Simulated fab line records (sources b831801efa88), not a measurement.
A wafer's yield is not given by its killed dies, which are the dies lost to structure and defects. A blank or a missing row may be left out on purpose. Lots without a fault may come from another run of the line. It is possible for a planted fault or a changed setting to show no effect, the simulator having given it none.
A single fault, viewed from 2 desks | flow sky130 | what lay behind the numbers comes last; until then each desk has only its own

AT THE METROLOGY DESK
What the gauges read, lot by lot, whatever tool the lot ran on: means of the sampled wafers that have a number. If a lot's mean is further than 4 standard deviations from the usual mean, the lot is out of limits and carries the mark OUT (the distance appears in the brackets).
Columns: A = METAL2_ALCU_RS at SKY_METAL2_RS_MEAS_05, usual 0.1266 ohm/sq; B = METAL2_ALCU_THK at SKY_METAL2_THK_MEAS_06, usual 251 nm
lot  | first seen here | A      | B
L374 | day 34 04:27    | 0.1265 | 251
L375 | day 34 12:08    | 0.1257 | 253
L376 | day 34 22:30    | 0.1253 | 253
L377 | day 35 06:48    | 0.1274 | 248
L378 | day 35 17:40    | 0.1293 | 248
L379 | day 35 22:16    | 0.1256 | 254
L380 | day 36 08:49    | 0.1243 | 254
L383 | day 37 02:37    | 0.1257 | 252
L386 | day 38 04:33    | 0.1282 | 246
L392 | day 39 20:24    | 0.1275 | 250
L393 | day 40 01:33    | 0.1267 | 250
L395 | day 40 15:56    | 0.1271 | 250
L396 | day 42 01:44    | 0.1247 | 254
This desk's finding: nothing out of limits on any of the 13 lots.

FOR THE TOOL OWNER'S DESK: pvdSputter-01
The tool's own readings at SKY_METAL2_SPUTTER_02 (material AlCu, target thk 250 nm, time 13.3 s): means of the sampled wafers that have a number, for each lot that ran on this tool. If a lot's mean is further than 4 standard deviations from the usual mean, the lot is out of limits and carries the mark OUT (the distance appears in the brackets).
Columns: A = throttleValvePct at SKY_METAL2_SPUTTER_02, usual 30.3 %
lot  | first seen here | A
L377 | day 35 06:43    | 31.1
L378 | day 35 17:35    | 30.7
L386 | day 38 04:28    | 30.5
This desk's finding: nothing out of limits on any of the 3 lots.

ALL TOGETHER
Metrology desk: nothing out of limits seen.
The desk of the tool owner found nothing out of limits.

WHAT THE SIMULATOR PUT IN
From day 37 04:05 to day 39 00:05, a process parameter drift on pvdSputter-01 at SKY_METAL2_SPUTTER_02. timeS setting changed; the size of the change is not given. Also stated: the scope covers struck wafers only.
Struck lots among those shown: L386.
